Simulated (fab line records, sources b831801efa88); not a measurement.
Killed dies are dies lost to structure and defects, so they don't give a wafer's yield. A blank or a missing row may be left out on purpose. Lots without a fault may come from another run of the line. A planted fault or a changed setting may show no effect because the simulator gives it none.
Chamber matching | flow sky130 | SKY_SONOS_ONO_ETCH_15 on rie_diel-04: 4 sister chambers
The step etches the open film in CHF3/O2, target depth 19.52 nm, time 7.8 s. 14 wafers are shown with their chamber, then 7 later ones without.

WAFERS WITH THEIR CHAMBER
wafer  | chamber | drypump_motor_current_A (A) | oes_product_au (a.u.) | throttle_valve_pct (%)
L203.2 | 1       | 5.2                         | 0.979                 | 8.812
L203.5 | 1       | 5.2                         | 0.994                 | 8.824
L203.6 | 2       | 5.8                         | 1.011                 | 8.819
L206.1 | 0       | 5.7                         | 0.988                 | 8.806
L206.3 | 1       | 5.1                         | 0.973                 | 8.806
L206.5 | 2       | 5.8                         | 0.996                 | 8.831
L215.1 | 2       | 5.9                         | 0.992                 | 8.821
L215.2 | 1       | 5.2                         | 0.967                 | 8.811
L215.4 | 0       | 5.7                         | 0.997                 | 8.837
L218.1 | 2       | 5.8                         | 1.006                 | 8.822
L218.3 | 0       | 5.6                         | 0.986                 | 8.820
L218.5 | 3       | 5.3                         | 0.984                 | 8.833
L220.1 | 1       | 5.1                         | 0.983                 | 8.814
L220.3 | 0       | 5.6                         | 1.004                 | 8.822

SIGNATURES (means of the wafers above)
reading                 | chamber 0 | chamber 1 | chamber 2 | chamber 3 | scatter within a chamber
drypump_motor_current_A | 5.650     | 5.160     | 5.825     | 5.300     | 0.0543
oes_product_au          | 0.99375   | 0.97920   | 1.00125   | 0.98400   | 0.00928
throttle_valve_pct      | 8.82125   | 8.81340   | 8.82325   | 8.83300   | 0.00862
Rule: a wafer's distance from a chamber is the root of the sum, over the readings, of the square of ((its reading less the chamber's mean) divided by the reading's scatter). The wafer belongs to the nearest chamber; if the next one is less than 2 further off, it can't be placed. The scatter: the root of (the sum of the squares of (reading less its chamber's mean) over the shown wafers, divided by (wafers less chambers)).

WAFERS WITHOUT THEIR CHAMBER
wafer  | drypump_motor_current_A (A) | oes_product_au (a.u.) | throttle_valve_pct (%)
L220.4 | 5.2                         | 1.006                 | 8.837
L219.1 | 5.7                         | 0.999                 | 8.829
L219.2 | 5.1                         | 0.988                 | 8.812
L219.4 | 5.3                         | 1.006                 | 8.811
L223.3 | 5.3                         | 0.993                 | 8.811
L223.4 | 5.1                         | 0.978                 | 8.822
L223.5 | 5.9                         | 1.003                 | 8.831

WHICH CHAMBER EACH WENT THROUGH
wafer  | from the rows above     | in truth
L220.4 | can't be placed: 3 or 1 | 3
L219.1 | can't be placed: 0 or 2 | 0
L219.2 | 1                       | 1
L219.4 | can't be placed: 3 or 1 | 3
L223.3 | can't be placed: 3 or 1 | 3
L223.4 | 1                       | 1
L223.5 | 2                       | 2
Placed correctly: 3 of 7. Can't be placed from these rows: 4 (the true chamber is among the candidates in 4). Placed wrongly: 0.
